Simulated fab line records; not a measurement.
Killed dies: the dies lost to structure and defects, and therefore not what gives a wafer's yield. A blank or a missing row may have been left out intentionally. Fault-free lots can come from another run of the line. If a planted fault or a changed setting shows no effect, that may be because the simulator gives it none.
fab line records / flow sky130
record lots=13 wafers=39 lastDay=50
route steps=708 shown SONOS_ONO@169 GATE_OXIDE@198 POLY_GATE@227 PAD_OPEN@708
lots untouched by any fault: they come from a run of this same line in which no faults occurred
startH: start of the lot's first displayed wafer, in hours after the record's first day / waitH: hours from the lot's prior step to this one / " the same as in the row above / L1.1+2: several wafers, shown together as one row / - no value, or no start was given / * or withheld: withheld / < > ~ a bound
route shown NAME@n: NAME is a module with steps in the file, n the number in the route of the first one / usual: mean/standard deviation of fault-free wafers / same: alike in all rows / chamber/n: place in a boat / sites: per-site readings / _std_site: standard deviation across them / _edge_site: outer sites' mean less inner sites' / radiusMm: how far each site lies from the wafer's centre / mask NAME#n: copy n / behind: the tool/chamber that last shaped the wafer / hold: cause of the lot's hold/its duration in hours/its outcome / device: which transistor (n, p or np) failed to switch / end of line: the same wafers' tests at the end of the route / a step given without rows: its recipe and nothing more / killed: not the wafer's yield, but the dies lost to structure and defects at the first sort / map: a wafer's dies, marking killed ones x, the rest . and places with no die _
set.NAME: the setting as run; set.NAME@STEP: as run at that earlier step / model.NAME: the simulator's own value behind a step, which no gauge read
one table for each step of the route and one row for each wafer, over a sample of lots
services: from which hour (startH, from the record's first day; less than 0 if before it) a tool's chamber was out of use, for how many hours, and why
## steps
# step SKY_SONOS_ONO_THK_MEAS_01
# recipe reads=SiO2_of_SONOS_ONO_OXIDATION_00
# usual SONOS_ONO_OXIDATION_THK=2.59/0.055
lot.wafer=L637.2 tool=filmMetro-03 chamber=- startH=261.04 waitH=0.0 SONOS_ONO_OXIDATION_THK[nm]=2.55
lot.wafer=L637.3 tool=filmMetro-03 chamber=- startH=261.04 waitH=0.0 SONOS_ONO_OXIDATION_THK[nm]=2.55
lot.wafer=L637.6 tool=filmMetro-03 chamber=- startH=261.04 waitH=0.0 SONOS_ONO_OXIDATION_THK[nm]=2.51
lot.wafer=L638.1 tool=filmMetro-04 chamber=- startH=265.13 waitH=0.0 SONOS_ONO_OXIDATION_THK[nm]=2.57
lot.wafer=L638.5 tool=filmMetro-04 chamber=- startH=265.13 waitH=0.0 SONOS_ONO_OXIDATION_THK[nm]=2.54
lot.wafer=L638.6 tool=filmMetro-04 chamber=- startH=265.13 waitH=0.0 SONOS_ONO_OXIDATION_THK[nm]=2.53
lot.wafer=L641.1 tool=filmMetro-04 chamber=- startH=293.36 waitH=0.0 SONOS_ONO_OXIDATION_THK[nm]=2.61
lot.wafer=L641.2 tool=filmMetro-04 chamber=- startH=293.36 waitH=0.0 SONOS_ONO_OXIDATION_THK[nm]=2.59
lot.wafer=L641.6 tool=filmMetro-04 chamber=- startH=293.36 waitH=0.0 SONOS_ONO_OXIDATION_THK[nm]=2.66
lot.wafer=L643.1 tool=filmMetro-01 chamber=- startH=331.13 waitH=0.0 SONOS_ONO_OXIDATION_THK[nm]=2.55
lot.wafer=L643.2 tool=filmMetro-01 chamber=- startH=331.13 waitH=0.0 SONOS_ONO_OXIDATION_THK[nm]=2.57
lot.wafer=L643.4 tool=filmMetro-01 chamber=- startH=331.13 waitH=0.0 SONOS_ONO_OXIDATION_THK[nm]=2.62
lot.wafer=L645.1 tool=filmMetro-03 chamber=- startH=331.14 waitH=0.0 SONOS_ONO_OXIDATION_THK[nm]=2.62
lot.wafer=L645.5 tool=filmMetro-03 chamber=- startH=331.14 waitH=0.0 SONOS_ONO_OXIDATION_THK[nm]=2.55
lot.wafer=L645.6 tool=filmMetro-03 chamber=- startH=331.14 waitH=0.0 SONOS_ONO_OXIDATION_THK[nm]=2.57
lot.wafer=L646.2 tool=filmMetro-03 chamber=- startH=337.68 waitH=0.0 SONOS_ONO_OXIDATION_THK[nm]=2.61
lot.wafer=L646.3 tool=filmMetro-03 chamber=- startH=337.68 waitH=0.0 SONOS_ONO_OXIDATION_THK[nm]=2.65
lot.wafer=L646.6 tool=filmMetro-03 chamber=- startH=337.68 waitH=0.0 SONOS_ONO_OXIDATION_THK[nm]=2.63
lot.wafer=L647.1 tool=filmMetro-04 chamber=- startH=343.20 waitH=0.0 SONOS_ONO_OXIDATION_THK[nm]=2.57
lot.wafer=L647.2 tool=filmMetro-04 chamber=- startH=343.20 waitH=0.0 SONOS_ONO_OXIDATION_THK[nm]=2.71
lot.wafer=L647.3 tool=filmMetro-04 chamber=- startH=343.20 waitH=0.0 SONOS_ONO_OXIDATION_THK[nm]=2.66
lot.wafer=L648.1 tool=filmMetro-04 chamber=- startH=354.34 waitH=0.0 SONOS_ONO_OXIDATION_THK[nm]=2.62
lot.wafer=L648.3 tool=filmMetro-04 chamber=- startH=354.34 waitH=0.0 SONOS_ONO_OXIDATION_THK[nm]=2.59
lot.wafer=L648.5 tool=filmMetro-04 chamber=- startH=354.34 waitH=0.0 SONOS_ONO_OXIDATION_THK[nm]=2.61
lot.wafer=L654.2 tool=filmMetro-03 chamber=- startH=399.38 waitH=0.0 SONOS_ONO_OXIDATION_THK[nm]=2.63
lot.wafer=L654.3 tool=filmMetro-03 chamber=- startH=399.38 waitH=0.0 SONOS_ONO_OXIDATION_THK[nm]=2.58
lot.wafer=L654.4 tool=filmMetro-03 chamber=- startH=399.38 waitH=0.0 SONOS_ONO_OXIDATION_THK[nm]=2.58
lot.wafer=L656.1 tool=filmMetro-01 chamber=- startH=409.33 waitH=0.0 SONOS_ONO_OXIDATION_THK[nm]=2.58
lot.wafer=L656.2 tool=filmMetro-01 chamber=- startH=409.33 waitH=0.0 SONOS_ONO_OXIDATION_THK[nm]=2.60
lot.wafer=L656.3 tool=filmMetro-01 chamber=- startH=409.33 waitH=0.0 SONOS_ONO_OXIDATION_THK[nm]=2.57
lot.wafer=L657.1 tool=filmMetro-01 chamber=- startH=420.25 waitH=0.0 SONOS_ONO_OXIDATION_THK[nm]=2.61
lot.wafer=L657.4 tool=filmMetro-01 chamber=- startH=420.25 waitH=0.0 SONOS_ONO_OXIDATION_THK[nm]=2.69
lot.wafer=L657.5 tool=filmMetro-01 chamber=- startH=420.25 waitH=0.0 SONOS_ONO_OXIDATION_THK[nm]=2.72
lot.wafer=L658.2 tool=filmMetro-03 chamber=- startH=428.28 waitH=0.0 SONOS_ONO_OXIDATION_THK[nm]=2.52
lot.wafer=L658.4 tool=filmMetro-03 chamber=- startH=428.28 waitH=0.0 SONOS_ONO_OXIDATION_THK[nm]=2.42
lot.wafer=L658.5 tool=filmMetro-03 chamber=- startH=428.28 waitH=0.0 SONOS_ONO_OXIDATION_THK[nm]=2.55
lot.wafer=L659.3 tool=filmMetro-04 chamber=- startH=434.50 waitH=0.0 SONOS_ONO_OXIDATION_THK[nm]=2.50
lot.wafer=L659.4 tool=filmMetro-04 chamber=- startH=434.50 waitH=0.0 SONOS_ONO_OXIDATION_THK[nm]=2.53
lot.wafer=L659.6 tool=filmMetro-04 chamber=- startH=434.50 waitH=0.0 SONOS_ONO_OXIDATION_THK[nm]=2.57
# step SKY_SONOS_ONO_OVL_MEAS_14
# usual SONOS_ONO_OVL=-1.4/1.7
lot.wafer=L637.2 tool=overlay-02 chamber=- startH=288.42 waitH=0.1 SONOS_ONO_OVL[nm]=-3.0
lot.wafer=L637.3 tool=overlay-02 chamber=- startH=288.42 waitH=0.1 SONOS_ONO_OVL[nm]=-1.6
lot.wafer=L637.6 tool=overlay-02 chamber=- startH=288.42 waitH=0.1 SONOS_ONO_OVL[nm]=-1.2
lot.wafer=L638.1 tool=overlay-02 chamber=- startH=293.33 waitH=0.1 SONOS_ONO_OVL[nm]=-4.7
lot.wafer=L638.5 tool=overlay-02 chamber=- startH=293.33 waitH=0.1 SONOS_ONO_OVL[nm]=-4.4
lot.wafer=L638.6 tool=overlay-02 chamber=- startH=293.33 waitH=0.1 SONOS_ONO_OVL[nm]=-1.3
lot.wafer=L641.1 tool=overlay-01 chamber=- startH=343.40 waitH=0.1 SONOS_ONO_OVL[nm]=-3.5
lot.wafer=L641.2 tool=overlay-01 chamber=- startH=343.40 waitH=0.1 SONOS_ONO_OVL[nm]=-3.2
lot.wafer=L641.6 tool=overlay-01 chamber=- startH=343.40 waitH=0.1 SONOS_ONO_OVL[nm]=-1.8
lot.wafer=L645.1 tool=overlay-01 chamber=- startH=360.71 waitH=0.1 SONOS_ONO_OVL[nm]=1.5
lot.wafer=L645.5 tool=overlay-01 chamber=- startH=360.71 waitH=0.1 SONOS_ONO_OVL[nm]=-0.5
lot.wafer=L645.6 tool=overlay-01 chamber=- startH=360.71 waitH=0.1 SONOS_ONO_OVL[nm]=2.2
lot.wafer=L643.1 tool=overlay-02 chamber=- startH=361.31 waitH=0.1 SONOS_ONO_OVL[nm]=-2.1
lot.wafer=L643.2 tool=overlay-02 chamber=- startH=361.31 waitH=0.1 SONOS_ONO_OVL[nm]=-0.4
lot.wafer=L643.4 tool=overlay-02 chamber=- startH=361.31 waitH=0.1 SONOS_ONO_OVL[nm]=-1.6
lot.wafer=L646.2 tool=overlay-02 chamber=- startH=368.89 waitH=0.1 SONOS_ONO_OVL[nm]=-1.5
lot.wafer=L646.3 tool=overlay-02 chamber=- startH=368.89 waitH=0.1 SONOS_ONO_OVL[nm]=0.5
lot.wafer=L646.6 tool=overlay-02 chamber=- startH=368.89 waitH=0.1 SONOS_ONO_OVL[nm]=-1.4
lot.wafer=L647.1 tool=overlay-01 chamber=- startH=375.25 waitH=0.1 SONOS_ONO_OVL[nm]=-0.7
lot.wafer=L647.2 tool=overlay-01 chamber=- startH=375.25 waitH=0.1 SONOS_ONO_OVL[nm]=0.0
lot.wafer=L647.3 tool=overlay-01 chamber=- startH=375.25 waitH=0.1 SONOS_ONO_OVL[nm]=-0.4
lot.wafer=L648.1 tool=overlay-02 chamber=- startH=386.86 waitH=0.1 SONOS_ONO_OVL[nm]=-1.4
lot.wafer=L648.3 tool=overlay-02 chamber=- startH=386.86 waitH=0.1 SONOS_ONO_OVL[nm]=-2.9
lot.wafer=L648.5 tool=overlay-02 chamber=- startH=386.86 waitH=0.1 SONOS_ONO_OVL[nm]=-2.8
lot.wafer=L654.2 tool=overlay-02 chamber=- startH=430.89 waitH=0.1 SONOS_ONO_OVL[nm]=-4.0
lot.wafer=L654.3 tool=overlay-02 chamber=- startH=430.89 waitH=0.1 SONOS_ONO_OVL[nm]=-3.7
lot.wafer=L654.4 tool=overlay-02 chamber=- startH=430.89 waitH=0.1 SONOS_ONO_OVL[nm]=-2.7
lot.wafer=L656.1 tool=overlay-01 chamber=- startH=445.53 waitH=0.1 SONOS_ONO_OVL[nm]=-1.8
lot.wafer=L656.2 tool=overlay-01 chamber=- startH=445.53 waitH=0.1 SONOS_ONO_OVL[nm]=-1.1
lot.wafer=L656.3 tool=overlay-01 chamber=- startH=445.53 waitH=0.1 SONOS_ONO_OVL[nm]=0.8
lot.wafer=L657.1 tool=overlay-02 chamber=- startH=454.25 waitH=0.1 SONOS_ONO_OVL[nm]=-6.0
lot.wafer=L657.4 tool=overlay-02 chamber=- startH=454.25 waitH=0.1 SONOS_ONO_OVL[nm]=-2.7
lot.wafer=L657.5 tool=overlay-02 chamber=- startH=454.25 waitH=0.1 SONOS_ONO_OVL[nm]=-4.8
lot.wafer=L658.2 tool=overlay-02 chamber=- startH=464.84 waitH=0.1 SONOS_ONO_OVL[nm]=-0.7
lot.wafer=L658.4 tool=overlay-02 chamber=- startH=464.84 waitH=0.1 SONOS_ONO_OVL[nm]=-1.5
lot.wafer=L658.5 tool=overlay-02 chamber=- startH=464.84 waitH=0.1 SONOS_ONO_OVL[nm]=-1.5
lot.wafer=L659.3 tool=overlay-02 chamber=- startH=467.71 waitH=0.1 SONOS_ONO_OVL[nm]=-4.1
lot.wafer=L659.4 tool=overlay-02 chamber=- startH=467.71 waitH=0.1 SONOS_ONO_OVL[nm]=-2.1
lot.wafer=L659.6 tool=overlay-02 chamber=- startH=467.71 waitH=0.1 SONOS_ONO_OVL[nm]=-3.8
# step SKY_GATE_OXIDE_IMPLANT_11
# recipe species=B energyKev=10 doseCm2=2.6e+12 tiltDeg=withheld
# usual doseIonsCm2=2.599e+12/2.8e+09 faradayCurrentUA=14.67/0.28
lot.wafer=L637.2 tool=implanter-02 chamber=0 startH=316.42 waitH=0.0 doseIonsCm2=2.6004e+12 faradayCurrentUA=14.45
lot.wafer=L637.3 tool=implanter-02 chamber=0 startH=316.42 waitH=0.0 doseIonsCm2=2.599e+12 faradayCurrentUA=14.24
lot.wafer=L637.6 tool=implanter-02 chamber=0 startH=316.42 waitH=0.0 doseIonsCm2=2.5962e+12 faradayCurrentUA=14.45
lot.wafer=L638.1 tool=implanter-01 chamber=0 startH=321.33 waitH=0.0 doseIonsCm2=2.6024e+12 faradayCurrentUA=15.21
lot.wafer=L638.5 tool=implanter-01 chamber=0 startH=321.33 waitH=0.0 doseIonsCm2=2.6048e+12 faradayCurrentUA=15.07
lot.wafer=L638.6 tool=implanter-01 chamber=0 startH=321.33 waitH=0.0 doseIonsCm2=2.5992e+12 faradayCurrentUA=14.37
lot.wafer=L641.1 tool=implanter-01 chamber=0 startH=374.95 waitH=0.0 doseIonsCm2=2.6016e+12 faradayCurrentUA=14.81
lot.wafer=L641.2 tool=implanter-01 chamber=0 startH=374.95 waitH=0.0 doseIonsCm2=2.603e+12 faradayCurrentUA=14.39
lot.wafer=L641.6 tool=implanter-01 chamber=0 startH=374.95 waitH=0.0 doseIonsCm2=2.6026e+12 faradayCurrentUA=14.91
lot.wafer=L645.1 tool=implanter-01 chamber=0 startH=391.25 waitH=0.0 doseIonsCm2=2.5986e+12 faradayCurrentUA=15.15
lot.wafer=L645.5 tool=implanter-01 chamber=0 startH=391.25 waitH=0.0 doseIonsCm2=2.6008e+12 faradayCurrentUA=14.81
lot.wafer=L645.6 tool=implanter-01 chamber=0 startH=391.25 waitH=0.0 doseIonsCm2=2.6006e+12 faradayCurrentUA=14.68
lot.wafer=L643.1 tool=implanter-01 chamber=0 startH=392.48 waitH=0.0 doseIonsCm2=2.8282e+12 faradayCurrentUA=15.90
lot.wafer=L643.2 tool=implanter-01 chamber=0 startH=392.48 waitH=0.0 doseIonsCm2=2.8254e+12 faradayCurrentUA=15.74
lot.wafer=L643.4 tool=implanter-01 chamber=0 startH=392.48 waitH=0.0 doseIonsCm2=2.8323e+12 faradayCurrentUA=15.48
lot.wafer=L646.2 tool=implanter-02 chamber=0 startH=398.99 waitH=0.0 doseIonsCm2=2.5971e+12 faradayCurrentUA=15.01
lot.wafer=L646.3 tool=implanter-02 chamber=0 startH=398.99 waitH=0.0 doseIonsCm2=2.5982e+12 faradayCurrentUA=15.05
lot.wafer=L646.6 tool=implanter-02 chamber=0 startH=398.99 waitH=0.0 doseIonsCm2=2.591e+12 faradayCurrentUA=14.99
lot.wafer=L647.1 tool=implanter-01 chamber=0 startH=407.83 waitH=0.0 doseIonsCm2=2.8298e+12 faradayCurrentUA=16.30
lot.wafer=L647.2 tool=implanter-01 chamber=0 startH=407.83 waitH=0.0 doseIonsCm2=2.831e+12 faradayCurrentUA=15.90
lot.wafer=L647.3 tool=implanter-01 chamber=0 startH=407.83 waitH=0.0 doseIonsCm2=2.8325e+12 faradayCurrentUA=16.29
lot.wafer=L648.1 tool=implanter-01 chamber=0 startH=418.41 waitH=0.0 doseIonsCm2=2.8337e+12 faradayCurrentUA=16.20
lot.wafer=L648.3 tool=implanter-01 chamber=0 startH=418.41 waitH=0.0 doseIonsCm2=2.8274e+12 faradayCurrentUA=16.59
lot.wafer=L648.5 tool=implanter-01 chamber=0 startH=418.41 waitH=0.0 doseIonsCm2=2.8278e+12 faradayCurrentUA=16.40
lot.wafer=L654.2 tool=implanter-02 chamber=0 startH=466.99 waitH=0.0 doseIonsCm2=2.6008e+12 faradayCurrentUA=14.66
lot.wafer=L654.3 tool=implanter-02 chamber=0 startH=466.99 waitH=0.0 doseIonsCm2=2.6011e+12 faradayCurrentUA=14.28
lot.wafer=L654.4 tool=implanter-02 chamber=0 startH=466.99 waitH=0.0 doseIonsCm2=2.6029e+12 faradayCurrentUA=14.31
lot.wafer=L656.1 tool=implanter-01 chamber=0 startH=478.35 waitH=0.0 doseIonsCm2=2.6019e+12 faradayCurrentUA=14.82
lot.wafer=L656.2 tool=implanter-01 chamber=0 startH=478.35 waitH=0.0 doseIonsCm2=2.5985e+12 faradayCurrentUA=14.85
lot.wafer=L656.3 tool=implanter-01 chamber=0 startH=478.35 waitH=0.0 doseIonsCm2=2.6008e+12 faradayCurrentUA=14.67
lot.wafer=L657.1 tool=implanter-03 chamber=0 startH=489.01 waitH=0.0 doseIonsCm2=2.598e+12 faradayCurrentUA=14.59
lot.wafer=L657.4 tool=implanter-03 chamber=0 startH=489.01 waitH=0.0 doseIonsCm2=2.5986e+12 faradayCurrentUA=14.31
lot.wafer=L657.5 tool=implanter-03 chamber=0 startH=489.01 waitH=0.0 doseIonsCm2=2.5994e+12 faradayCurrentUA=14.87
lot.wafer=L658.2 tool=implanter-02 chamber=0 startH=497.68 waitH=0.1 doseIonsCm2=2.5965e+12 faradayCurrentUA=14.91
lot.wafer=L658.4 tool=implanter-02 chamber=0 startH=497.68 waitH=0.1 doseIonsCm2=2.6012e+12 faradayCurrentUA=14.92
lot.wafer=L658.5 tool=implanter-02 chamber=0 startH=497.68 waitH=0.1 doseIonsCm2=2.5985e+12 faradayCurrentUA=14.80
lot.wafer=L659.3 tool=implanter-01 chamber=0 startH=501.46 waitH=0.1 doseIonsCm2=2.5967e+12 faradayCurrentUA=14.86
lot.wafer=L659.4 tool=implanter-01 chamber=0 startH=501.46 waitH=0.1 doseIonsCm2=2.5966e+12 faradayCurrentUA=14.33
lot.wafer=L659.6 tool=implanter-01 chamber=0 startH=501.46 waitH=0.1 doseIonsCm2=2.5969e+12 faradayCurrentUA=14.81
# step SKY_GATE_OXIDE_TW_MEAS_14
# usual GATE_OXIDE_TW=222.6/1.4
lot.wafer=L637.2 tool=filmMetro-02 chamber=- startH=316.77 waitH=0.1 GATE_OXIDE_TW=222.0
lot.wafer=L637.3 tool=filmMetro-02 chamber=- startH=316.77 waitH=0.1 GATE_OXIDE_TW=222.6
lot.wafer=L637.6 tool=filmMetro-02 chamber=- startH=316.77 waitH=0.1 GATE_OXIDE_TW=223.1
lot.wafer=L638.1 tool=filmMetro-02 chamber=- startH=321.68 waitH=0.1 GATE_OXIDE_TW=223.2
lot.wafer=L638.5 tool=filmMetro-02 chamber=- startH=321.68 waitH=0.1 GATE_OXIDE_TW=221.5
lot.wafer=L638.6 tool=filmMetro-02 chamber=- startH=321.68 waitH=0.1 GATE_OXIDE_TW=222.9
lot.wafer=L641.1 tool=filmMetro-02 chamber=- startH=375.30 waitH=0.1 GATE_OXIDE_TW=223.7
lot.wafer=L641.2 tool=filmMetro-02 chamber=- startH=375.30 waitH=0.1 GATE_OXIDE_TW=223.1
lot.wafer=L641.6 tool=filmMetro-02 chamber=- startH=375.30 waitH=0.1 GATE_OXIDE_TW=222.2
lot.wafer=L645.1 tool=filmMetro-03 chamber=- startH=391.61 waitH=0.1 GATE_OXIDE_TW=223.8
lot.wafer=L645.5 tool=filmMetro-03 chamber=- startH=391.61 waitH=0.1 GATE_OXIDE_TW=224.0
lot.wafer=L645.6 tool=filmMetro-03 chamber=- startH=391.61 waitH=0.1 GATE_OXIDE_TW=223.0
lot.wafer=L643.1 tool=filmMetro-03 chamber=- startH=392.83 waitH=0.1 GATE_OXIDE_TW=230.8
lot.wafer=L643.2 tool=filmMetro-03 chamber=- startH=392.83 waitH=0.1 GATE_OXIDE_TW=230.7
lot.wafer=L643.4 tool=filmMetro-03 chamber=- startH=392.83 waitH=0.1 GATE_OXIDE_TW=230.5
lot.wafer=L646.2 tool=filmMetro-04 chamber=- startH=399.32 waitH=0.1 GATE_OXIDE_TW=222.9
lot.wafer=L646.3 tool=filmMetro-04 chamber=- startH=399.32 waitH=0.1 GATE_OXIDE_TW=223.5
lot.wafer=L646.6 tool=filmMetro-04 chamber=- startH=399.32 waitH=0.1 GATE_OXIDE_TW=223.9
lot.wafer=L647.1 tool=filmMetro-03 chamber=- startH=408.18 waitH=0.1 GATE_OXIDE_TW=226.5
lot.wafer=L647.2 tool=filmMetro-03 chamber=- startH=408.18 waitH=0.1 GATE_OXIDE_TW=226.2
lot.wafer=L647.3 tool=filmMetro-03 chamber=- startH=408.18 waitH=0.1 GATE_OXIDE_TW=226.0
lot.wafer=L648.1 tool=filmMetro-03 chamber=- startH=418.77 waitH=0.1 GATE_OXIDE_TW=225.3
lot.wafer=L648.3 tool=filmMetro-03 chamber=- startH=418.77 waitH=0.1 GATE_OXIDE_TW=226.3
lot.wafer=L648.5 tool=filmMetro-03 chamber=- startH=418.77 waitH=0.1 GATE_OXIDE_TW=226.4
lot.wafer=L654.2 tool=filmMetro-04 chamber=- startH=467.32 waitH=0.1 GATE_OXIDE_TW=222.7
lot.wafer=L654.3 tool=filmMetro-04 chamber=- startH=467.32 waitH=0.1 GATE_OXIDE_TW=221.9
lot.wafer=L654.4 tool=filmMetro-04 chamber=- startH=467.32 waitH=0.1 GATE_OXIDE_TW=222.5
lot.wafer=L656.1 tool=filmMetro-02 chamber=- startH=478.72 waitH=0.1 GATE_OXIDE_TW=220.3
lot.wafer=L656.2 tool=filmMetro-02 chamber=- startH=478.72 waitH=0.1 GATE_OXIDE_TW=221.6
lot.wafer=L656.3 tool=filmMetro-02 chamber=- startH=478.72 waitH=0.1 GATE_OXIDE_TW=221.3
lot.wafer=L657.1 tool=filmMetro-03 chamber=- startH=489.36 waitH=0.1 GATE_OXIDE_TW=221.0
lot.wafer=L657.4 tool=filmMetro-03 chamber=- startH=489.36 waitH=0.1 GATE_OXIDE_TW=221.2
lot.wafer=L657.5 tool=filmMetro-03 chamber=- startH=489.36 waitH=0.1 GATE_OXIDE_TW=221.0
lot.wafer=L658.2 tool=filmMetro-02 chamber=- startH=498.15 waitH=0.1 GATE_OXIDE_TW=221.5
lot.wafer=L658.4 tool=filmMetro-02 chamber=- startH=498.15 waitH=0.1 GATE_OXIDE_TW=224.1
lot.wafer=L658.5 tool=filmMetro-02 chamber=- startH=498.15 waitH=0.1 GATE_OXIDE_TW=221.8
lot.wafer=L659.3 tool=filmMetro-04 chamber=- startH=501.78 waitH=0.1 GATE_OXIDE_TW=225.7
lot.wafer=L659.4 tool=filmMetro-04 chamber=- startH=501.78 waitH=0.1 GATE_OXIDE_TW=224.5
lot.wafer=L659.6 tool=filmMetro-04 chamber=- startH=501.78 waitH=0.1 GATE_OXIDE_TW=225.4
# step SKY_POLY_GATE_CD_MEAS_13
# recipe targetCdNm=150
# usual cdNm=149.8/1.3
lot.wafer=L637.2 tool=cdSem-02 chamber=- startH=376.16 waitH=- cdNm=149.2
lot.wafer=L637.3 tool=cdSem-02 chamber=- startH=376.16 waitH=- cdNm=149.5
lot.wafer=L637.6 tool=cdSem-02 chamber=- startH=376.16 waitH=- cdNm=148.3
lot.wafer=L638.1 tool=cdSem-01 chamber=- startH=383.36 waitH=- cdNm=152.8
lot.wafer=L638.5 tool=cdSem-01 chamber=- startH=383.36 waitH=- cdNm=150.7
lot.wafer=L638.6 tool=cdSem-01 chamber=- startH=383.36 waitH=- cdNm=150.2
lot.wafer=L641.1 tool=cdSem-01 chamber=- startH=442.91 waitH=- cdNm=150.5
lot.wafer=L641.2 tool=cdSem-01 chamber=- startH=442.91 waitH=- cdNm=150.8
lot.wafer=L641.6 tool=cdSem-01 chamber=- startH=442.91 waitH=- cdNm=150.8
lot.wafer=L645.1 tool=cdSem-02 chamber=- startH=459.16 waitH=- cdNm=150.4
lot.wafer=L645.5 tool=cdSem-02 chamber=- startH=459.16 waitH=- cdNm=151.5
lot.wafer=L645.6 tool=cdSem-02 chamber=- startH=459.16 waitH=- cdNm=151.3
lot.wafer=L643.1 tool=cdSem-01 chamber=- startH=462.01 waitH=- cdNm=148.3
lot.wafer=L643.2 tool=cdSem-01 chamber=- startH=462.01 waitH=- cdNm=146.8
lot.wafer=L643.4 tool=cdSem-01 chamber=- startH=462.01 waitH=- cdNm=147.1
lot.wafer=L646.2 tool=cdSem-02 chamber=- startH=467.91 waitH=- cdNm=149.0
lot.wafer=L646.3 tool=cdSem-02 chamber=- startH=467.91 waitH=- cdNm=149.6
lot.wafer=L646.6 tool=cdSem-02 chamber=- startH=467.91 waitH=- cdNm=150.6
lot.wafer=L647.1 tool=cdSem-02 chamber=- startH=474.51 waitH=- cdNm=150.4
lot.wafer=L647.2 tool=cdSem-02 chamber=- startH=474.51 waitH=- cdNm=148.8
lot.wafer=L647.3 tool=cdSem-02 chamber=- startH=474.51 waitH=- cdNm=150.0
lot.wafer=L648.1 tool=cdSem-01 chamber=- startH=487.94 waitH=- cdNm=149.1
lot.wafer=L648.3 tool=cdSem-01 chamber=- startH=487.94 waitH=- cdNm=149.9
lot.wafer=L648.5 tool=cdSem-01 chamber=- startH=487.94 waitH=- cdNm=149.6
lot.wafer=L654.2 tool=cdSem-02 chamber=- startH=533.71 waitH=- cdNm=150.3
lot.wafer=L654.3 tool=cdSem-02 chamber=- startH=533.71 waitH=- cdNm=151.2
lot.wafer=L654.4 tool=cdSem-02 chamber=- startH=533.71 waitH=- cdNm=150.6
lot.wafer=L656.1 tool=cdSem-01 chamber=- startH=545.34 waitH=- cdNm=148.7
lot.wafer=L656.2 tool=cdSem-01 chamber=- startH=545.34 waitH=- cdNm=149.3
lot.wafer=L656.3 tool=cdSem-01 chamber=- startH=545.34 waitH=- cdNm=148.7
lot.wafer=L657.1 tool=cdSem-01 chamber=- startH=553.71 waitH=- cdNm=147.9
lot.wafer=L657.4 tool=cdSem-01 chamber=- startH=553.71 waitH=- cdNm=149.0
lot.wafer=L657.5 tool=cdSem-01 chamber=- startH=553.71 waitH=- cdNm=147.6
lot.wafer=L658.2 tool=cdSem-02 chamber=- startH=563.56 waitH=- cdNm=147.6
lot.wafer=L658.4 tool=cdSem-02 chamber=- startH=563.56 waitH=- cdNm=148.5
lot.wafer=L658.5 tool=cdSem-02 chamber=- startH=563.56 waitH=- cdNm=147.6
lot.wafer=L659.3 tool=cdSem-01 chamber=- startH=568.43 waitH=- cdNm=150.0
lot.wafer=L659.4 tool=cdSem-01 chamber=- startH=568.43 waitH=- cdNm=149.7
lot.wafer=L659.6 tool=cdSem-01 chamber=- startH=568.43 waitH=- cdNm=149.2
# step SKY_PAD_OPEN_PROBE_99
# usual killed_at_M0_to_M3=44/6 killed_at_M4_up=3.3/2.1 killedAtContacts=25/5.5 killedAtFrontEnd=15/4.3 killedAtOther=0.2/0.41 killedDies=88/9.1 killedOpen=48/6.6 killedShort=39/6.7
# same grossDies=492 killedAtBackSide=0
lot.wafer=L643.1 tool=prober-01 chamber=- startH=1135.88 waitH=0.1 killed_at_M0_to_M3=49 killed_at_M4_up=5 killedAtContacts=23 killedAtFrontEnd=14 killedAtOther=0 killedDies=91 killedOpen=44 killedShort=47
lot.wafer=L643.2 tool=prober-01 chamber=- startH=1135.93 waitH=0.1 killed_at_M0_to_M3=53 killed_at_M4_up=5 killedAtContacts=22 killedAtFrontEnd=18 killedAtOther=0 killedDies=98 killedOpen=55 killedShort=43
lot.wafer=L643.4 tool=prober-01 chamber=- startH=1136.03 waitH=0.2 killed_at_M0_to_M3=55 killed_at_M4_up=2 killedAtContacts=26 killedAtFrontEnd=14 killedAtOther=0 killedDies=97 killedOpen=45 killedShort=51
# killed by level:class
L643.1 CONTACT:geometricParticle:short=11 VIA1:geometricParticle:open=9 METAL1:geometricParticle:short=7 METAL2:geometricParticle:short=7 CONTACT:geometricParticle:open=6 VIA3:geometricParticle:open=5 VIA2:geometricParticle:open=5 LI_CONTACT:geometricParticle:open=5
L643.2 VIA1:geometricParticle:open=11 VIA3:geometricParticle:open=8 CONTACT:geometricParticle:open=7 VIA2:geometricParticle:open=7 METAL1:geometricParticle:short=6 VIA2:geometricParticle:short=6 LI_CONTACT:geometricParticle:open=5 FIELD_ISO:geometricParticle:open=4
L643.4 CONTACT:geometricParticle:open=11 METAL2:geometricParticle:short=10 VIA1:geometricParticle:open=9 METAL1:geometricParticle:short=8 POLY_GATE:geometricParticle:short=6 CONTACT:geometricParticle:short=6 VIA1:geometricParticle:short=6 VIA2:geometricParticle:open=6
## services
tool=implanter-03 chamber=- startH=330.61 hours=2.2 kind=repair
tool=implanter-03 chamber=- startH=345.63 hours=3.9 kind=repair
tool=implanter-02 chamber=- startH=354.32 hours=3.8 kind=pm
tool=implanter-01 chamber=- startH=408.94 hours=1.4 kind=repair
tool=implanter-02 chamber=- startH=436.30 hours=0.7 kind=repair
tool=implanter-02 chamber=- startH=461.70 hours=1.5 kind=pm
## key
firstSign step=SKY_GATE_OXIDE_IMPLANT_11 reading=doseIonsCm2 direction=up sigmas=82 usual=* struck=*
effect step=SKY_GATE_OXIDE_IMPLANT_11 reading=faradayCurrentUA direction=up sigmas=5 usual=14.67 struck=16.09
effect step=SKY_GATE_OXIDE_TW_MEAS_14 reading=GATE_OXIDE_TW direction=up sigmas=3.7 usual=222.6 struck=227.6
metAt SKY_GATE_OXIDE_IMPLANT_11
struckLots L643,L647,L648
testerLeftOut L643,L647,L648
notActingAt SKY_SONOS_ONO_THK_MEAS_01,SKY_SONOS_ONO_OVL_MEAS_14,SKY_POLY_GATE_CD_MEAS_13
onsetBetween 391.25 392.48
fault kind=processParameterDrift tool=implanter-01 chamber=- onsetH=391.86 steps=SKY_GATE_OXIDE_IMPLANT_11 channel=doseCm2 offset=* shape=step endH=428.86 actsIn=* stated=*
# testerLeftOut: of these lots the tester's yield and bins aren't shown, on N5 and GAA mostly nor the transistor test; their killed dies are dies lost to structure and defects alone, not to doping, threshold or leakage, so they don't give the yield
